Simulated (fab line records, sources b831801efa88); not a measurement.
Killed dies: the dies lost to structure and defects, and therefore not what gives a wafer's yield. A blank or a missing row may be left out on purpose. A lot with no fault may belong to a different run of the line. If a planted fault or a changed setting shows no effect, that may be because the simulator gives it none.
fab line records || flow sky130
record {"lots": 13, "wafers": 39, "last-day": 50}
route steps=708 shown CONTACT@429 METAL1@435
lots with no fault: from the same line, run without faults
start-h: hours from the record's opening day to when the first of the lot's shown wafers began || wait-h: hours since the lot's step before || " unchanged from the row above || L1.1+2: a row that stands for several wafers || - value missing, or start not given || * or withheld: withheld || < > ~ a bound
route shown NAME@n: names a module that has steps shown in the file, with the first one's number in the route || usual: mean and standard deviation over wafers with no fault || same: alike in all rows || chamber/n: place in a boat || sites: per-site readings || _std_site: standard deviation across them || _edge_site: inner sites' mean taken away from outer sites' mean || radius-mm: how far each site lies from the wafer's centre || mask NAME#n: copy n || behind: the tool/chamber that last shaped the wafer || hold: the reason the lot was held/the length of the hold in hours/how it ended || device: whichever transistor did not switch (one of n, p or np) || end of line: at the end of the route, the tests of the same wafers || a step without rows: its recipe alone || killed: not the wafer's yield, but the dies lost to structure and defects at the first sort || map: per-die view of a wafer (x killed, . not killed, _ where there is no die)
set.NAME: the run value of the setting; set.NAME@STEP: its run value at that earlier step || model.NAME: the simulator's own value behind a step, which no gauge read
a sample of lots followed through the steps of the route, with each step as a table and each wafer as a row
services: when a tool's chamber went out of use (start-h, in hours from the record's first day, below 0 if earlier), for how many hours, and the reason
## steps
# step SKY_CONTACT_SPUTTER_23
# recipe {"material": "TiN", "target-thk-nm": 20, "chamber-pressure-pa": 5, "power-w": 4000, "time-s": 80}
# usual {"cathode-dc-power-W": "4000.0/0.7", "throttle-valve-pct": "30.2/1.2"}
{"lot.wafer": "L113.1", "tool": "pvd-sputter-03", "chamber": "-", "start-h": 752.74, "wait-h": 0.0, "cathode-dc-power-W": 4000.8, "throttle-valve-pct": 31.2}
{"lot.wafer": "L113.3", "tool": "pvd-sputter-03", "chamber": "-", "start-h": 752.74, "wait-h": 0.0, "cathode-dc-power-W": 4000.6, "throttle-valve-pct": 31.9}
{"lot.wafer": "L113.5", "tool": "pvd-sputter-03", "chamber": "-", "start-h": 752.74, "wait-h": 0.0, "cathode-dc-power-W": 3999.2, "throttle-valve-pct": 31.9}
{"lot.wafer": "L114.1", "tool": "pvd-sputter-03", "chamber": "-", "start-h": 753.68, "wait-h": 0.0, "cathode-dc-power-W": 4000.7, "throttle-valve-pct": 30.3}
{"lot.wafer": "L114.3", "tool": "pvd-sputter-03", "chamber": "-", "start-h": 753.68, "wait-h": 0.0, "cathode-dc-power-W": 3998.9, "throttle-valve-pct": 31.8}
{"lot.wafer": "L114.5", "tool": "pvd-sputter-03", "chamber": "-", "start-h": 753.68, "wait-h": 0.0, "cathode-dc-power-W": 4001.0, "throttle-valve-pct": 31.2}
{"lot.wafer": "L115.2", "tool": "pvd-sputter-02", "chamber": "-", "start-h": 778.84, "wait-h": 0.0, "cathode-dc-power-W": 3999.4, "throttle-valve-pct": 28.3}
{"lot.wafer": "L115.4", "tool": "pvd-sputter-02", "chamber": "-", "start-h": 778.84, "wait-h": 0.0, "cathode-dc-power-W": 4000.9, "throttle-valve-pct": 29.2}
{"lot.wafer": "L115.5", "tool": "pvd-sputter-02", "chamber": "-", "start-h": 778.84, "wait-h": 0.0, "cathode-dc-power-W": 4000.6, "throttle-valve-pct": 28.1}
{"lot.wafer": "L116.1", "tool": "pvd-sputter-03", "chamber": "-", "start-h": 779.19, "wait-h": 0.0, "cathode-dc-power-W": 4000.3, "throttle-valve-pct": 30.5}
{"lot.wafer": "L116.4", "tool": "pvd-sputter-03", "chamber": "-", "start-h": 779.19, "wait-h": 0.0, "cathode-dc-power-W": 3998.1, "throttle-valve-pct": 31.4}
{"lot.wafer": "L116.6", "tool": "pvd-sputter-03", "chamber": "-", "start-h": 779.19, "wait-h": 0.0, "cathode-dc-power-W": 4000.6, "throttle-valve-pct": 31.7}
{"lot.wafer": "L117.2", "tool": "pvd-sputter-02", "chamber": "-", "start-h": 785.46, "wait-h": 0.0, "cathode-dc-power-W": 4000.2, "throttle-valve-pct": 31.7}
{"lot.wafer": "L117.3", "tool": "pvd-sputter-02", "chamber": "-", "start-h": 785.46, "wait-h": 0.0, "cathode-dc-power-W": 3999.6, "throttle-valve-pct": 29.2}
{"lot.wafer": "L117.4", "tool": "pvd-sputter-02", "chamber": "-", "start-h": 785.46, "wait-h": 0.0, "cathode-dc-power-W": 3999.7, "throttle-valve-pct": 28.1}
{"lot.wafer": "L118.2", "tool": "pvd-sputter-03", "chamber": "-", "start-h": 789.57, "wait-h": 0.0, "cathode-dc-power-W": 4000.4, "throttle-valve-pct": 30.6}
{"lot.wafer": "L118.3", "tool": "pvd-sputter-03", "chamber": "-", "start-h": 789.57, "wait-h": 0.0, "cathode-dc-power-W": 3999.7, "throttle-valve-pct": 31.5}
{"lot.wafer": "L118.5", "tool": "pvd-sputter-03", "chamber": "-", "start-h": 789.57, "wait-h": 0.0, "cathode-dc-power-W": 4000.0, "throttle-valve-pct": 31.2}
{"lot.wafer": "L121.2", "tool": "pvd-sputter-02", "chamber": "-", "start-h": 797.93, "wait-h": 0.0, "cathode-dc-power-W": 4000.4, "throttle-valve-pct": 28.0}
{"lot.wafer": "L121.3", "tool": "pvd-sputter-02", "chamber": "-", "start-h": 797.93, "wait-h": 0.0, "cathode-dc-power-W": 3998.9, "throttle-valve-pct": 29.2}
{"lot.wafer": "L121.4", "tool": "pvd-sputter-02", "chamber": "-", "start-h": 797.93, "wait-h": 0.0, "cathode-dc-power-W": 4001.5, "throttle-valve-pct": 31.7}
{"lot.wafer": "L120.1", "tool": "pvd-sputter-04", "chamber": "-", "start-h": 801.30, "wait-h": 0.0, "cathode-dc-power-W": 3998.5, "throttle-valve-pct": 30.7}
{"lot.wafer": "L120.3", "tool": "pvd-sputter-04", "chamber": "-", "start-h": 801.30, "wait-h": 0.0, "cathode-dc-power-W": 3999.7, "throttle-valve-pct": 30.1}
{"lot.wafer": "L120.4", "tool": "pvd-sputter-04", "chamber": "-", "start-h": 801.30, "wait-h": 0.0, "cathode-dc-power-W": 3999.1, "throttle-valve-pct": 30.8}
{"lot.wafer": "L125.2", "tool": "pvd-sputter-02", "chamber": "-", "start-h": 828.04, "wait-h": 0.0, "cathode-dc-power-W": 3999.4, "throttle-valve-pct": 29.2}
{"lot.wafer": "L125.3", "tool": "pvd-sputter-02", "chamber": "-", "start-h": 828.04, "wait-h": 0.0, "cathode-dc-power-W": 4000.4, "throttle-valve-pct": 28.1}
{"lot.wafer": "L125.5", "tool": "pvd-sputter-02", "chamber": "-", "start-h": 828.04, "wait-h": 0.0, "cathode-dc-power-W": 4000.4, "throttle-valve-pct": 31.7}
{"lot.wafer": "L124.1", "tool": "pvd-sputter-04", "chamber": "-", "start-h": 830.65, "wait-h": 0.0, "cathode-dc-power-W": 4000.3, "throttle-valve-pct": 31.1}
{"lot.wafer": "L124.3", "tool": "pvd-sputter-04", "chamber": "-", "start-h": 830.65, "wait-h": 0.0, "cathode-dc-power-W": 3999.4, "throttle-valve-pct": 29.1}
{"lot.wafer": "L124.6", "tool": "pvd-sputter-04", "chamber": "-", "start-h": 830.65, "wait-h": 0.0, "cathode-dc-power-W": 3999.5, "throttle-valve-pct": 31.0}
{"lot.wafer": "L134.2", "tool": "pvd-sputter-04", "chamber": "-", "start-h": 899.86, "wait-h": 0.0, "cathode-dc-power-W": 3999.8, "throttle-valve-pct": 29.1}
{"lot.wafer": "L134.4", "tool": "pvd-sputter-04", "chamber": "-", "start-h": 899.86, "wait-h": 0.0, "cathode-dc-power-W": 4000.0, "throttle-valve-pct": 30.8}
{"lot.wafer": "L134.5", "tool": "pvd-sputter-04", "chamber": "-", "start-h": 899.86, "wait-h": 0.0, "cathode-dc-power-W": 3998.9, "throttle-valve-pct": 28.8}
{"lot.wafer": "L135.1", "tool": "pvd-sputter-03", "chamber": "-", "start-h": 905.14, "wait-h": 0.0, "cathode-dc-power-W": 3998.8, "throttle-valve-pct": 30.3}
{"lot.wafer": "L135.5", "tool": "pvd-sputter-03", "chamber": "-", "start-h": 905.14, "wait-h": 0.0, "cathode-dc-power-W": 3999.0, "throttle-valve-pct": 31.2}
{"lot.wafer": "L135.6", "tool": "pvd-sputter-03", "chamber": "-", "start-h": 905.14, "wait-h": 0.0, "cathode-dc-power-W": 3999.6, "throttle-valve-pct": 30.4}
{"lot.wafer": "L136.2", "tool": "pvd-sputter-03", "chamber": "-", "start-h": 907.13, "wait-h": 0.0, "cathode-dc-power-W": 3999.5, "throttle-valve-pct": 30.4}
{"lot.wafer": "L136.5", "tool": "pvd-sputter-03", "chamber": "-", "start-h": 907.13, "wait-h": 0.0, "cathode-dc-power-W": 4000.8, "throttle-valve-pct": 31.7}
{"lot.wafer": "L136.6", "tool": "pvd-sputter-03", "chamber": "-", "start-h": 907.13, "wait-h": 0.0, "cathode-dc-power-W": 4001.1, "throttle-valve-pct": 30.3}
# step SKY_METAL1_SPUTTER_01
# recipe {"material": "TiN", "target-thk-nm": 20, "power-w": 6500, "time-s": 16.7, "chamber-pressure-pa": 0.4}
# usual {"cathode-dc-power-W": "6500.0/1.2", "throttle-valve-pct": "30.2/1.2"}
{"lot.wafer": "L113.1", "tool": "pvd-sputter-02", "chamber": "-", "start-h": 753.42, "wait-h": 0.0, "cathode-dc-power-W": 6502.4, "throttle-valve-pct": 31.8}
{"lot.wafer": "L113.3", "tool": "pvd-sputter-02", "chamber": "-", "start-h": 753.42, "wait-h": 0.0, "cathode-dc-power-W": 6500.2, "throttle-valve-pct": 28.0}
{"lot.wafer": "L113.5", "tool": "pvd-sputter-02", "chamber": "-", "start-h": 753.42, "wait-h": 0.0, "cathode-dc-power-W": 6499.2, "throttle-valve-pct": 28.2}
{"lot.wafer": "L114.1", "tool": "pvd-sputter-01", "chamber": "-", "start-h": 754.35, "wait-h": 0.0, "cathode-dc-power-W": 6500.4, "throttle-valve-pct": 30.4}
{"lot.wafer": "L114.3", "tool": "pvd-sputter-01", "chamber": "-", "start-h": 754.35, "wait-h": 0.0, "cathode-dc-power-W": 6500.4, "throttle-valve-pct": 29.9}
{"lot.wafer": "L114.5", "tool": "pvd-sputter-01", "chamber": "-", "start-h": 754.35, "wait-h": 0.0, "cathode-dc-power-W": 6497.9, "throttle-valve-pct": 30.5}
{"lot.wafer": "L115.2", "tool": "pvd-sputter-02", "chamber": "-", "start-h": 779.53, "wait-h": 0.0, "cathode-dc-power-W": 6499.4, "throttle-valve-pct": 28.2}
{"lot.wafer": "L115.4", "tool": "pvd-sputter-02", "chamber": "-", "start-h": 779.53, "wait-h": 0.0, "cathode-dc-power-W": 6498.8, "throttle-valve-pct": 31.9}
{"lot.wafer": "L115.5", "tool": "pvd-sputter-02", "chamber": "-", "start-h": 779.53, "wait-h": 0.0, "cathode-dc-power-W": 6498.5, "throttle-valve-pct": 32.0}
{"lot.wafer": "L116.1", "tool": "pvd-sputter-01", "chamber": "-", "start-h": 779.87, "wait-h": 0.0, "cathode-dc-power-W": 6500.7, "throttle-valve-pct": 30.4}
{"lot.wafer": "L116.4", "tool": "pvd-sputter-01", "chamber": "-", "start-h": 779.87, "wait-h": 0.0, "cathode-dc-power-W": 6498.8, "throttle-valve-pct": 28.0}
{"lot.wafer": "L116.6", "tool": "pvd-sputter-01", "chamber": "-", "start-h": 779.87, "wait-h": 0.0, "cathode-dc-power-W": 6500.0, "throttle-valve-pct": 27.8}
{"lot.wafer": "L117.2", "tool": "pvd-sputter-03", "chamber": "-", "start-h": 786.14, "wait-h": 0.0, "cathode-dc-power-W": 6502.1, "throttle-valve-pct": 31.4}
{"lot.wafer": "L117.3", "tool": "pvd-sputter-03", "chamber": "-", "start-h": 786.14, "wait-h": 0.0, "cathode-dc-power-W": 6501.1, "throttle-valve-pct": 31.6}
{"lot.wafer": "L117.4", "tool": "pvd-sputter-03", "chamber": "-", "start-h": 786.14, "wait-h": 0.0, "cathode-dc-power-W": 6500.9, "throttle-valve-pct": 30.2}
{"lot.wafer": "L118.2", "tool": "pvd-sputter-02", "chamber": "-", "start-h": 790.24, "wait-h": 0.0, "cathode-dc-power-W": 6497.1, "throttle-valve-pct": 28.3}
{"lot.wafer": "L118.3", "tool": "pvd-sputter-02", "chamber": "-", "start-h": 790.24, "wait-h": 0.0, "cathode-dc-power-W": 6501.2, "throttle-valve-pct": 28.9}
{"lot.wafer": "L118.5", "tool": "pvd-sputter-02", "chamber": "-", "start-h": 790.24, "wait-h": 0.0, "cathode-dc-power-W": 6501.0, "throttle-valve-pct": 29.3}
{"lot.wafer": "L121.2", "tool": "pvd-sputter-03", "chamber": "-", "start-h": 798.66, "wait-h": 0.0, "cathode-dc-power-W": 6498.5, "throttle-valve-pct": 31.2}
{"lot.wafer": "L121.3", "tool": "pvd-sputter-03", "chamber": "-", "start-h": 798.66, "wait-h": 0.0, "cathode-dc-power-W": 6498.9, "throttle-valve-pct": 31.8}
{"lot.wafer": "L121.4", "tool": "pvd-sputter-03", "chamber": "-", "start-h": 798.66, "wait-h": 0.0, "cathode-dc-power-W": 6500.9, "throttle-valve-pct": 30.4}
{"lot.wafer": "L120.1", "tool": "pvd-sputter-01", "chamber": "-", "start-h": 801.97, "wait-h": 0.0, "cathode-dc-power-W": 6498.5, "throttle-valve-pct": 30.4}
{"lot.wafer": "L120.3", "tool": "pvd-sputter-01", "chamber": "-", "start-h": 801.97, "wait-h": 0.0, "cathode-dc-power-W": 6502.3, "throttle-valve-pct": 30.3}
{"lot.wafer": "L120.4", "tool": "pvd-sputter-01", "chamber": "-", "start-h": 801.97, "wait-h": 0.0, "cathode-dc-power-W": 6498.4, "throttle-valve-pct": 30.2}
{"lot.wafer": "L125.2", "tool": "pvd-sputter-01", "chamber": "-", "start-h": 828.72, "wait-h": 0.0, "cathode-dc-power-W": 8100.8, "throttle-valve-pct": 30.3}
{"lot.wafer": "L125.3", "tool": "pvd-sputter-01", "chamber": "-", "start-h": 828.72, "wait-h": 0.0, "cathode-dc-power-W": 8097.9, "throttle-valve-pct": 30.3}
{"lot.wafer": "L125.5", "tool": "pvd-sputter-01", "chamber": "-", "start-h": 828.72, "wait-h": 0.0, "cathode-dc-power-W": 8099.7, "throttle-valve-pct": 30.1}
{"lot.wafer": "L124.1", "tool": "pvd-sputter-01", "chamber": "-", "start-h": 831.33, "wait-h": 0.0, "cathode-dc-power-W": 8100.6, "throttle-valve-pct": 28.1}
{"lot.wafer": "L124.3", "tool": "pvd-sputter-01", "chamber": "-", "start-h": 831.33, "wait-h": 0.0, "cathode-dc-power-W": 8101.4, "throttle-valve-pct": 30.2}
{"lot.wafer": "L124.6", "tool": "pvd-sputter-01", "chamber": "-", "start-h": 831.33, "wait-h": 0.0, "cathode-dc-power-W": 8100.9, "throttle-valve-pct": 27.7}
{"lot.wafer": "L134.2", "tool": "pvd-sputter-03", "chamber": "-", "start-h": 900.54, "wait-h": 0.0, "cathode-dc-power-W": 6499.9, "throttle-valve-pct": 30.6}
{"lot.wafer": "L134.4", "tool": "pvd-sputter-03", "chamber": "-", "start-h": 900.54, "wait-h": 0.0, "cathode-dc-power-W": 6501.3, "throttle-valve-pct": 31.2}
{"lot.wafer": "L134.5", "tool": "pvd-sputter-03", "chamber": "-", "start-h": 900.54, "wait-h": 0.0, "cathode-dc-power-W": 6499.9, "throttle-valve-pct": 31.4}
{"lot.wafer": "L135.1", "tool": "pvd-sputter-03", "chamber": "-", "start-h": 905.90, "wait-h": 0.0, "cathode-dc-power-W": 6501.1, "throttle-valve-pct": 30.4}
{"lot.wafer": "L135.5", "tool": "pvd-sputter-03", "chamber": "-", "start-h": 905.90, "wait-h": 0.0, "cathode-dc-power-W": 6499.8, "throttle-valve-pct": 30.2}
{"lot.wafer": "L135.6", "tool": "pvd-sputter-03", "chamber": "-", "start-h": 905.90, "wait-h": 0.0, "cathode-dc-power-W": 6498.9, "throttle-valve-pct": 31.0}
{"lot.wafer": "L136.2", "tool": "pvd-sputter-02", "chamber": "-", "start-h": 907.81, "wait-h": 0.0, "cathode-dc-power-W": 6501.6, "throttle-valve-pct": 29.7}
{"lot.wafer": "L136.5", "tool": "pvd-sputter-02", "chamber": "-", "start-h": 907.81, "wait-h": 0.0, "cathode-dc-power-W": 6502.1, "throttle-valve-pct": 29.4}
{"lot.wafer": "L136.6", "tool": "pvd-sputter-02", "chamber": "-", "start-h": 907.81, "wait-h": 0.0, "cathode-dc-power-W": 6499.6, "throttle-valve-pct": 28.0}
# step SKY_METAL1_RS_MEAS_05
# recipe {"thk-meas-gauge": "four-point-probe", "reads": "TiN_of_METAL1_SPUTTER_04+Ti_of_METAL1_SPUTTER_03+AlCu_of_METAL1_SPUTTER_02+TiN_of_METAL1_SPUTTER_01+Ti_of_METAL1_SPUTTER_00"}
# usual {"METAL1_ALCU_RS": "0.1269/0.0012"}
{"lot.wafer": "L113.1", "tool": "film-metro-01", "chamber": "-", "start-h": 753.54, "wait-h": 0.0, "METAL1_ALCU_RS[ohm/sq]": 0.1277}
{"lot.wafer": "L113.3", "tool": "film-metro-01", "chamber": "-", "start-h": 753.54, "wait-h": 0.0, "METAL1_ALCU_RS[ohm/sq]": 0.1270}
{"lot.wafer": "L113.5", "tool": "film-metro-01", "chamber": "-", "start-h": 753.54, "wait-h": 0.0, "METAL1_ALCU_RS[ohm/sq]": 0.1276}
{"lot.wafer": "L114.1", "tool": "film-metro-03", "chamber": "-", "start-h": 754.47, "wait-h": 0.0, "METAL1_ALCU_RS[ohm/sq]": 0.1285}
{"lot.wafer": "L114.3", "tool": "film-metro-03", "chamber": "-", "start-h": 754.47, "wait-h": 0.0, "METAL1_ALCU_RS[ohm/sq]": 0.1276}
{"lot.wafer": "L114.5", "tool": "film-metro-03", "chamber": "-", "start-h": 754.47, "wait-h": 0.0, "METAL1_ALCU_RS[ohm/sq]": 0.1281}
{"lot.wafer": "L115.2", "tool": "film-metro-01", "chamber": "-", "start-h": 779.68, "wait-h": 0.0, "METAL1_ALCU_RS[ohm/sq]": 0.1267}
{"lot.wafer": "L115.4", "tool": "film-metro-01", "chamber": "-", "start-h": 779.68, "wait-h": 0.0, "METAL1_ALCU_RS[ohm/sq]": 0.1262}
{"lot.wafer": "L115.5", "tool": "film-metro-01", "chamber": "-", "start-h": 779.68, "wait-h": 0.0, "METAL1_ALCU_RS[ohm/sq]": 0.1263}
{"lot.wafer": "L116.1", "tool": "film-metro-02", "chamber": "-", "start-h": 779.99, "wait-h": 0.0, "METAL1_ALCU_RS[ohm/sq]": 0.1268}
{"lot.wafer": "L116.4", "tool": "film-metro-02", "chamber": "-", "start-h": 779.99, "wait-h": 0.0, "METAL1_ALCU_RS[ohm/sq]": 0.1278}
{"lot.wafer": "L116.6", "tool": "film-metro-02", "chamber": "-", "start-h": 779.99, "wait-h": 0.0, "METAL1_ALCU_RS[ohm/sq]": 0.1279}
{"lot.wafer": "L117.2", "tool": "film-metro-01", "chamber": "-", "start-h": 786.28, "wait-h": 0.0, "METAL1_ALCU_RS[ohm/sq]": 0.1262}
{"lot.wafer": "L117.3", "tool": "film-metro-01", "chamber": "-", "start-h": 786.28, "wait-h": 0.0, "METAL1_ALCU_RS[ohm/sq]": 0.1269}
{"lot.wafer": "L117.4", "tool": "film-metro-01", "chamber": "-", "start-h": 786.28, "wait-h": 0.0, "METAL1_ALCU_RS[ohm/sq]": 0.1266}
{"lot.wafer": "L118.2", "tool": "film-metro-03", "chamber": "-", "start-h": 790.40, "wait-h": 0.0, "METAL1_ALCU_RS[ohm/sq]": 0.1275}
{"lot.wafer": "L118.3", "tool": "film-metro-03", "chamber": "-", "start-h": 790.40, "wait-h": 0.0, "METAL1_ALCU_RS[ohm/sq]": 0.1286}
{"lot.wafer": "L118.5", "tool": "film-metro-03", "chamber": "-", "start-h": 790.40, "wait-h": 0.0, "METAL1_ALCU_RS[ohm/sq]": 0.1278}
{"lot.wafer": "L121.2", "tool": "film-metro-02", "chamber": "-", "start-h": 798.80, "wait-h": 0.0, "METAL1_ALCU_RS[ohm/sq]": 0.1246}
{"lot.wafer": "L121.3", "tool": "film-metro-02", "chamber": "-", "start-h": 798.80, "wait-h": 0.0, "METAL1_ALCU_RS[ohm/sq]": 0.1258}
{"lot.wafer": "L121.4", "tool": "film-metro-02", "chamber": "-", "start-h": 798.80, "wait-h": 0.0, "METAL1_ALCU_RS[ohm/sq]": 0.1259}
{"lot.wafer": "L120.1", "tool": "film-metro-01", "chamber": "-", "start-h": 802.09, "wait-h": 0.0, "METAL1_ALCU_RS[ohm/sq]": 0.1266}
{"lot.wafer": "L120.3", "tool": "film-metro-01", "chamber": "-", "start-h": 802.09, "wait-h": 0.0, "METAL1_ALCU_RS[ohm/sq]": 0.1275}
{"lot.wafer": "L120.4", "tool": "film-metro-01", "chamber": "-", "start-h": 802.09, "wait-h": 0.0, "METAL1_ALCU_RS[ohm/sq]": 0.1254}
{"lot.wafer": "L125.2", "tool": "film-metro-03", "chamber": "-", "start-h": 828.85, "wait-h": 0.0, "METAL1_ALCU_RS[ohm/sq]": 0.1249}
{"lot.wafer": "L125.3", "tool": "film-metro-03", "chamber": "-", "start-h": 828.85, "wait-h": 0.0, "METAL1_ALCU_RS[ohm/sq]": 0.1260}
{"lot.wafer": "L125.5", "tool": "film-metro-03", "chamber": "-", "start-h": 828.85, "wait-h": 0.0, "METAL1_ALCU_RS[ohm/sq]": 0.1252}
{"lot.wafer": "L124.1", "tool": "film-metro-01", "chamber": "-", "start-h": 831.44, "wait-h": 0.0, "METAL1_ALCU_RS[ohm/sq]": 0.1279}
{"lot.wafer": "L124.3", "tool": "film-metro-01", "chamber": "-", "start-h": 831.44, "wait-h": 0.0, "METAL1_ALCU_RS[ohm/sq]": 0.1278}
{"lot.wafer": "L124.6", "tool": "film-metro-01", "chamber": "-", "start-h": 831.44, "wait-h": 0.0, "METAL1_ALCU_RS[ohm/sq]": 0.1284}
{"lot.wafer": "L134.2", "tool": "film-metro-02", "chamber": "-", "start-h": 900.67, "wait-h": 0.0, "METAL1_ALCU_RS[ohm/sq]": 0.1257}
{"lot.wafer": "L134.4", "tool": "film-metro-02", "chamber": "-", "start-h": 900.67, "wait-h": 0.0, "METAL1_ALCU_RS[ohm/sq]": 0.1246}
{"lot.wafer": "L134.5", "tool": "film-metro-02", "chamber": "-", "start-h": 900.67, "wait-h": 0.0, "METAL1_ALCU_RS[ohm/sq]": 0.1254}
{"lot.wafer": "L135.1", "tool": "film-metro-02", "chamber": "-", "start-h": 906.02, "wait-h": 0.0, "METAL1_ALCU_RS[ohm/sq]": 0.1255}
{"lot.wafer": "L135.5", "tool": "film-metro-02", "chamber": "-", "start-h": 906.02, "wait-h": 0.0, "METAL1_ALCU_RS[ohm/sq]": 0.1247}
{"lot.wafer": "L135.6", "tool": "film-metro-02", "chamber": "-", "start-h": 906.02, "wait-h": 0.0, "METAL1_ALCU_RS[ohm/sq]": 0.1246}
{"lot.wafer": "L136.2", "tool": "film-metro-01", "chamber": "-", "start-h": 907.94, "wait-h": 0.0, "METAL1_ALCU_RS[ohm/sq]": 0.1269}
{"lot.wafer": "L136.5", "tool": "film-metro-01", "chamber": "-", "start-h": 907.94, "wait-h": 0.0, "METAL1_ALCU_RS[ohm/sq]": 0.1261}
{"lot.wafer": "L136.6", "tool": "film-metro-01", "chamber": "-", "start-h": 907.94, "wait-h": 0.0, "METAL1_ALCU_RS[ohm/sq]": 0.1265}
# step SKY_METAL1_CD_MEAS_15
# recipe {"target-cd-nm": 140}
# usual {"cd-nm": "140.2/1.5"}
{"lot.wafer": "L113.1", "tool": "cd-sem-01", "chamber": "-", "start-h": 780.43, "wait-h": "-", "cd-nm": 140.4}
{"lot.wafer": "L113.3", "tool": "cd-sem-01", "chamber": "-", "start-h": 780.43, "wait-h": "-", "cd-nm": 140.6}
{"lot.wafer": "L113.5", "tool": "cd-sem-01", "chamber": "-", "start-h": 780.43, "wait-h": "-", "cd-nm": 140.1}
{"lot.wafer": "L114.1", "tool": "cd-sem-01", "chamber": "-", "start-h": 780.97, "wait-h": "-", "cd-nm": 143.4}
{"lot.wafer": "L114.3", "tool": "cd-sem-01", "chamber": "-", "start-h": 780.97, "wait-h": "-", "cd-nm": 144.0}
{"lot.wafer": "L114.5", "tool": "cd-sem-01", "chamber": "-", "start-h": 780.97, "wait-h": "-", "cd-nm": 141.9}
{"lot.wafer": "L115.2", "tool": "cd-sem-02", "chamber": "-", "start-h": 806.39, "wait-h": "-", "cd-nm": 141.1}
{"lot.wafer": "L115.4", "tool": "cd-sem-02", "chamber": "-", "start-h": 806.39, "wait-h": "-", "cd-nm": 140.6}
{"lot.wafer": "L115.5", "tool": "cd-sem-02", "chamber": "-", "start-h": 806.39, "wait-h": "-", "cd-nm": 139.8}
{"lot.wafer": "L116.1", "tool": "cd-sem-02", "chamber": "-", "start-h": 807.38, "wait-h": "-", "cd-nm": 141.6}
{"lot.wafer": "L116.4", "tool": "cd-sem-02", "chamber": "-", "start-h": 807.38, "wait-h": "-", "cd-nm": 141.4}
{"lot.wafer": "L116.6", "tool": "cd-sem-02", "chamber": "-", "start-h": 807.38, "wait-h": "-", "cd-nm": 142.2}
{"lot.wafer": "L117.2", "tool": "cd-sem-01", "chamber": "-", "start-h": 812.90, "wait-h": "-", "cd-nm": 141.3}
{"lot.wafer": "L117.3", "tool": "cd-sem-01", "chamber": "-", "start-h": 812.90, "wait-h": "-", "cd-nm": 142.2}
{"lot.wafer": "L117.4", "tool": "cd-sem-01", "chamber": "-", "start-h": 812.90, "wait-h": "-", "cd-nm": 140.1}
{"lot.wafer": "L118.2", "tool": "cd-sem-02", "chamber": "-", "start-h": 817.45, "wait-h": "-", "cd-nm": 138.8}
{"lot.wafer": "L118.3", "tool": "cd-sem-02", "chamber": "-", "start-h": 817.45, "wait-h": "-", "cd-nm": 139.4}
{"lot.wafer": "L118.5", "tool": "cd-sem-02", "chamber": "-", "start-h": 817.45, "wait-h": "-", "cd-nm": 139.1}
{"lot.wafer": "L121.2", "tool": "cd-sem-02", "chamber": "-", "start-h": 825.44, "wait-h": "-", "cd-nm": 140.9}
{"lot.wafer": "L121.3", "tool": "cd-sem-02", "chamber": "-", "start-h": 825.44, "wait-h": "-", "cd-nm": 140.7}
{"lot.wafer": "L121.4", "tool": "cd-sem-02", "chamber": "-", "start-h": 825.44, "wait-h": "-", "cd-nm": 140.8}
{"lot.wafer": "L120.1", "tool": "cd-sem-01", "chamber": "-", "start-h": 828.13, "wait-h": "-", "cd-nm": 138.4}
{"lot.wafer": "L120.3", "tool": "cd-sem-01", "chamber": "-", "start-h": 828.13, "wait-h": "-", "cd-nm": 140.9}
{"lot.wafer": "L120.4", "tool": "cd-sem-01", "chamber": "-", "start-h": 828.13, "wait-h": "-", "cd-nm": 138.8}
{"lot.wafer": "L125.2", "tool": "cd-sem-02", "chamber": "-", "start-h": 854.09, "wait-h": "-", "cd-nm": 138.7}
{"lot.wafer": "L125.3", "tool": "cd-sem-02", "chamber": "-", "start-h": 854.09, "wait-h": "-", "cd-nm": 139.5}
{"lot.wafer": "L125.5", "tool": "cd-sem-02", "chamber": "-", "start-h": 854.09, "wait-h": "-", "cd-nm": 138.4}
{"lot.wafer": "L124.1", "tool": "cd-sem-01", "chamber": "-", "start-h": 857.12, "wait-h": "-", "cd-nm": 140.3}
{"lot.wafer": "L124.3", "tool": "cd-sem-01", "chamber": "-", "start-h": 857.12, "wait-h": "-", "cd-nm": 141.2}
{"lot.wafer": "L124.6", "tool": "cd-sem-01", "chamber": "-", "start-h": 857.12, "wait-h": "-", "cd-nm": 140.7}
{"lot.wafer": "L134.2", "tool": "cd-sem-02", "chamber": "-", "start-h": 925.29, "wait-h": "-", "cd-nm": 141.4}
{"lot.wafer": "L134.4", "tool": "cd-sem-02", "chamber": "-", "start-h": 925.29, "wait-h": "-", "cd-nm": 142.3}
{"lot.wafer": "L134.5", "tool": "cd-sem-02", "chamber": "-", "start-h": 925.29, "wait-h": "-", "cd-nm": 139.6}
{"lot.wafer": "L135.1", "tool": "cd-sem-01", "chamber": "-", "start-h": 930.13, "wait-h": "-", "cd-nm": 137.1}
{"lot.wafer": "L135.5", "tool": "cd-sem-01", "chamber": "-", "start-h": 930.13, "wait-h": "-", "cd-nm": 138.2}
{"lot.wafer": "L135.6", "tool": "cd-sem-01", "chamber": "-", "start-h": 930.13, "wait-h": "-", "cd-nm": 136.3}
{"lot.wafer": "L136.2", "tool": "cd-sem-01", "chamber": "-", "start-h": 932.59, "wait-h": "-", "cd-nm": 138.5}
{"lot.wafer": "L136.5", "tool": "cd-sem-01", "chamber": "-", "start-h": 932.59, "wait-h": "-", "cd-nm": 137.2}
{"lot.wafer": "L136.6", "tool": "cd-sem-01", "chamber": "-", "start-h": 932.59, "wait-h": "-", "cd-nm": 139.1}
## services
{"tool": "pvd-sputter-04", "chamber": "-", "start-h": 751.60, "hours": 6.8, "kind": "repair"}
{"tool": "pvd-sputter-04", "chamber": "-", "start-h": 813.47, "hours": 4.0, "kind": "repair"}
{"tool": "pvd-sputter-03", "chamber": "-", "start-h": 820.28, "hours": 5.5, "kind": "repair"}
## key
first-sign {"step": "SKY_METAL1_SPUTTER_01", "reading": "cathode-dc-power-W", "direction": "up", "sigmas": "99+", "usual": 6500.0, "struck": 8100.2}
effect none on later readings
met-at SKY_METAL1_SPUTTER_01
struck-lots L124,L125
sort-left-out L125.2,L125.3,L125.5
not-acting-at SKY_CONTACT_SPUTTER_23,SKY_METAL1_RS_MEAS_05,SKY_METAL1_CD_MEAS_15
onset-between 801.97 828.72
fault {"kind": "process-parameter-drift", "tool": "pvd-sputter-01", "chamber": "-", "onset-h": 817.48, "steps": "SKY_METAL1_SPUTTER_01", "channel": "power-w", "offset": "*", "shape": "step", "end-h": 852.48, "acts-in": "*", "stated": "*"}
# sort-left-out: the simulated sort isn't trusted on such a fault, so these wafers' sort isn't shown, and their yield isn't known
